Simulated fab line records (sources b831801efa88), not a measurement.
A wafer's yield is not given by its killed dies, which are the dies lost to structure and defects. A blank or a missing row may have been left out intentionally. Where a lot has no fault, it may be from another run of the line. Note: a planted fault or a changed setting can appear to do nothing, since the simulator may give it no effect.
A struck lot beside a sound one ; flow sky130 ; 16 out of 708 route steps
Sound: wafers L261.1, L261.2, L261.3. Wafers L268.3, L268.4, L268.6 were the ones struck. The cause comes at the end.
Each step with rows lists, per side, the tool, then ch with its chambers, then its first start. Under that, the readings that differ: sound wafers ; struck wafers ; difference of the means ; sigmas: that difference in standard deviations of wafers without a fault.
alike: words and numbers the same on both sides, and readings whose means are apart by under 2 such deviations; not compared: readings that were withheld, readings missing a value for some wafer, numbers with overlapping values and no deviation given by the record, and bounds like >300 which may hide the same value.
The two part at a step that has a row with sigmas, a row that says differs or no value, or rows on one side only. Non-overlapping numbers with no deviation appear without sigmas and do not part them. A reading missing from all wafers of one side parts the sides only when that side holds two or more wafers.

SKY_FIELD_ISO_THK_MEAS_02:
  sound: film_metro-01 at day 2 14:40; struck: film_metro-01 at day 4 01:23
  alike: FIELD_ISO_OXIDATION_00_THK
then, 1 step without rows for these wafers: SKY_FIELD_ISO_CVD_03 (deposits Si3N4 from DCS/NH3, target thk 165 nm, time 2830 s).
SKY_FIELD_ISO_THK_MEAS_04:
  sound: film_metro-01 at day 2 16:31; struck: film_metro-01 at day 4 04:43
  alike: FIELD_ISO_CVD_03_THK
then, 8 steps without rows for these wafers: SKY_FIELD_ISO_DEHYDRATE_05 (time 60 s); SKY_FIELD_ISO_HMDS_06 (prime time 60 s); SKY_FIELD_ISO_COAT_07 (resist thk 60 nm); SKY_FIELD_ISO_COAT_08 (resist thk 450 nm); SKY_FIELD_ISO_SOFTBAKE_09 (time 90 s); SKY_FIELD_ISO_EXPOSE_10 (exposes mask FOM, target cd 150 nm); SKY_FIELD_ISO_PEB_11; SKY_FIELD_ISO_DEVELOP_12 (develop time 60 s).
SKY_FIELD_ISO_CD_MEAS_13 targets a cd of 150 nm.
  sound: cd_sem-02 at day 3 08:21; struck: cd_sem-02 at day 4 22:16
  alike: cd_nm
SKY_FIELD_ISO_ETCH_14: etches BARC in N2/H2, stops on SiO2, time 45.9 s, target depth 60 nm.
  sound on rie_diel-04 ch 0,1,2, day 3 08:28; struck on rie_diel-03 ch 0,3, day 4 22:21
reading;sound;struck;difference;sigmas
rf_fwd_power_W (W);495.0 495.0 494.8;418.8 416.9 418.3;-76.9;-40
model.KrF-thick_of_FIELD_ISO_COAT_08.thk_nm (nm);393.7 391.6 391.7;401.6 400.3 398.8;+7.9;
  alike: bias_w, drypump_motor_current_A, n2_flow_sccm, oes_product_au, throttle_valve_pct
  not compared: rf_hours_counter_h
SKY_FIELD_ISO_ETCH_15: etches the open film in CHF3/O2, stops on Si, target depth 180 nm, time 72 s.
  sound on rie_diel-04 ch 0,1,2, day 3 08:31; struck on rie_diel-03 ch 0,3, day 4 22:23
reading;sound;struck;difference;sigmas
model.KrF-thick_of_FIELD_ISO_COAT_08.thk_nm (nm);238.5 232.4 233.3;248.8 242.6 242.1;+9.8;
  alike: bias_w, drypump_motor_current_A, oes_product_au, rf_fwd_power_W, throttle_valve_pct
  not compared: rf_hours_counter_h
SKY_FIELD_ISO_STRIP_16: strips in O2/N2.
  sound on plasma_asher-03 ch 0,1, day 3 08:34; struck on plasma_asher-01 ch 0,1, day 4 22:29
reading;sound;struck;difference;sigmas
strip_time_to_endpoint_s (s);3.55 3.50 3.51;3.70 3.62 3.60;+0.12;+4
  alike: drypump_motor_current_A, n2_flow_sccm, oes_product_au
  not compared: rf_hours_counter_h
-- the record jumps here: 45 days lie between the struck wafers' starts before and after (it left off in module FIELD_ISO and takes up again in module PAD_OPEN, whose first step shown is number 708 of the route) --
SKY_PAD_OPEN_PROBE_99:
  sound: prober-01 at day 48 12:01; struck: prober-01 at day 50 09:49
  alike: killed_at_M0_to_M3, killed_at_M4_up, killed_at_contacts, killed_at_front_end, killed_at_other, killed_dies, killed_open, killed_short

== WHERE THEY PART ==
Earliest at SKY_FIELD_ISO_ETCH_14; latest, in this record, at SKY_FIELD_ISO_STRIP_16. Later steps at which nothing parts them and some readings are alike: SKY_PAD_OPEN_PROBE_99.

WHY: what had been put in by the simulator
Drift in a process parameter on rie_diel-03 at SKY_FIELD_ISO_ETCH_14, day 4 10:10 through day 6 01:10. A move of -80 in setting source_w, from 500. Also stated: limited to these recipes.
